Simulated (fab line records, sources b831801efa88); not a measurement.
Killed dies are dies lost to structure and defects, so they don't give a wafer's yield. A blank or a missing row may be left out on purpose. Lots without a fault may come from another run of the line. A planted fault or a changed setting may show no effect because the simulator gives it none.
Which tool did it? | flow gf180mcu | 7 lots, 21 wafers sampled, at 2 steps of a route of 602

WHAT THE GAUGES READ, wafer by wafer
GF_STI_THK_MEAS_02.
lot  | measured    | on            | STI_OXIDATION_THK (nm)
L950 | day 1 21:31 | film_metro-03 | 10.05 9.99 9.90
L954 | day 2 17:31 | film_metro-04 | 9.82 9.85 9.86
L957 | day 3 11:44 | film_metro-04 | 16.71 16.75 16.73
L960 | day 4 02:21 | film_metro-02 | 16.18 16.40 16.10
L962 | day 4 09:31 | film_metro-02 | 10.02 10.06 10.00
L969 | day 5 21:08 | film_metro-04 | 10.02 9.99 10.08
L971 | day 6 07:48 | film_metro-03 | 10.09 10.17 10.21

WHICH TOOL RAN EACH LOT (tool, then ch and the chambers of the sampled wafers, then the start)
lot  | GF_STI_OXIDATION_01
L950 | furnace-01 ch 0, day 1 20:07
L954 | furnace-02 ch 0, day 2 16:07
L957 | furnace-01 ch 0, day 3 07:50
L960 | furnace-01 ch 0, day 3 22:07
L962 | furnace-01 ch 0, day 4 08:07
L969 | furnace-01 ch 0, day 5 19:44
L971 | furnace-01 ch 0, day 6 06:23
- GF_STI_OXIDATION_01: stabilise 600 s, purge 300 s, target thk 10 nm.

THE ANSWER, worked out from the rows above alone
Rule: what is usual is taken from the lots themselves. Put in order of their means at a reading, lots are off if they are a third of the lots or fewer, leave a main group of 4 or more, and stand apart from it by a gap of 3 or more times the standard deviation of the main group's means; of several such gaps the widest counts. A main group whose means are all the same, to the digits that the tables above print for the reading, isn't used. A lot without any number at a reading at which 4 lots or more have one is off too. The other lots that the step has rows for count as sound.
Off: L957, L960, at GF_STI_THK_MEAS_02 (STI_OXIDATION_THK). The main group: mean 10.01 nm, standard deviation 0.1.
A tool fits if, at a process step before that reading, it ran every lot that is off, and no sound lot after the first of them. The gauges at GF_STI_THK_MEAS_02 are tried like those tools. None of those tried fits.

WHAT THE SIMULATOR HAD PUT IN
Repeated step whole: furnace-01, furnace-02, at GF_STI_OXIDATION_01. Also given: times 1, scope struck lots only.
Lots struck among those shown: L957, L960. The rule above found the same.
